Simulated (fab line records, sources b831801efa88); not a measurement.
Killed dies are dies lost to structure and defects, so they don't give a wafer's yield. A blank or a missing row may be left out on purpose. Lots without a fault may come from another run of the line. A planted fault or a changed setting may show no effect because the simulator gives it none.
Which tool did it? | flow gf180mcu | 12 lots, 36 wafers sampled, at 2 steps of a route of 602

WHAT THE GAUGES READ, wafer by wafer
GF_STI_THK_MEAS_30.
lot  | measured    | on            | STI_OXIDATION_02_THK (nm)
L467 | day 2 05:41 | film_metro-03 | 9.85 9.68 9.81
L468 | day 2 12:11 | film_metro-04 | 10.57 10.33 10.29
L469 | day 2 16:17 | film_metro-03 | 9.80 10.04 9.85
L470 | day 2 20:56 | film_metro-03 | 9.87 9.97 10.14
L472 | day 3 08:50 | film_metro-03 | 9.92 10.16 10.08
L473 | day 3 12:30 | film_metro-02 | 9.72 9.93 9.89
L474 | day 3 19:59 | film_metro-02 | 10.15 10.00 9.92
L475 | day 4 01:07 | film_metro-03 | 10.34 10.25 10.29
L478 | day 4 17:48 | film_metro-02 | 10.05 10.00 10.04
L480 | day 5 00:53 | film_metro-02 | 7.60 7.34 7.28
L482 | day 5 14:40 | film_metro-02 | 7.77 7.48 7.53
L490 | day 7 05:22 | film_metro-02 | 9.88 9.94 9.85

WHICH TOOL RAN EACH LOT (tool, then ch and the chambers of the sampled wafers, then the start)
lot  | GF_STI_OXIDATION_29
L467 | furnace-01 ch 0, day 2 04:16
L468 | furnace-02 ch 0, day 2 10:47
L469 | furnace-01 ch 0, day 2 14:53
L470 | furnace-02 ch 0, day 2 19:33
L472 | furnace-01 ch 0, day 3 07:26
L473 | furnace-01 ch 0, day 3 11:07
L474 | furnace-02 ch 0, day 3 18:36
L475 | furnace-01 ch 0, day 3 23:43
L478 | furnace-02 ch 0, day 4 16:23
L480 | furnace-01 ch 0, day 4 23:28
L482 | furnace-01 ch 0, day 5 13:16
L490 | furnace-02 ch 0, day 7 03:58
- GF_STI_OXIDATION_29: stabilise 600 s, purge 300 s, target thk 10 nm.

WHAT THE TOOLS THEMSELVES READ (means of the sampled wafers that have a number; where no wafer has one, the mark that the record gives instead)
GF_STI_OXIDATION_29.
lot  | tool       | ox_temp_c_max | zone_power_centre_pct (%) | zone_power_top_pct (%)
L467 | furnace-01 | 905.8         | 14.5                      | 30.5
L468 | furnace-02 | 903.7         | 17.1                      | 35.7
L469 | furnace-01 | 905.7         | 14.6                      | 30.5
L470 | furnace-02 | 904.0         | 17.3                      | 35.3
L472 | furnace-01 | 905.5         | 14.6                      | 30.8
L473 | furnace-01 | 906.8         | 14.7                      | 30.3
L474 | furnace-02 | 904.0         | 17.2                      | 35.4
L475 | furnace-01 | 905.0         | 14.6                      | 30.4
L478 | furnace-02 | 904.0         | 17.4                      | 35.5
L480 | furnace-01 | 906.3         | 14.5                      | 30.6
L482 | furnace-01 | 906.1         | 14.7                      | 30.3
L490 | furnace-02 | 904.1         | 17.2                      | 35.3

THE ANSWER, worked out from the rows above alone
Rule: what is usual is taken from the lots themselves. Put in order of their means at a reading, lots are off if they are a third of the lots or fewer, leave a main group of 4 or more, and stand apart from it by a gap of 3 or more times the standard deviation of the main group's means; of several such gaps the widest counts. A main group whose means are all the same, to the digits that the tables above print for the reading, isn't used. A lot without any number at a reading at which 4 lots or more have one is off too. The other lots that the step has rows for count as sound. The gauges are gone through in route order, then the tools' own readings, and for those a lot's mean is taken as printed above. The first step at which some lot is off is used, and at that step the reading that is off furthest; a lot without a number counts as furthest.
Off: L480, L482, at GF_STI_THK_MEAS_30 (STI_OXIDATION_02_THK). The main group: mean 10.02 nm, standard deviation 0.18.
A tool fits if, at a process step before that reading, it ran every lot that is off, and no sound lot after the first of them. The gauges at GF_STI_THK_MEAS_30 are tried like those tools. One fits: furnace-01 at GF_STI_OXIDATION_29. Its last sound lot is L475 (day 3 23:43), its first lot that is off L480 (day 4 23:28): a fault that began between those two fits.

WHAT THE SIMULATOR HAD PUT IN
Process parameter drift: furnace-01, from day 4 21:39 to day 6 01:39, at GF_STI_OXIDATION_29. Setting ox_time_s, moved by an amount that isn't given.
Lots struck among those shown: L480, L482. The rule above found the same.
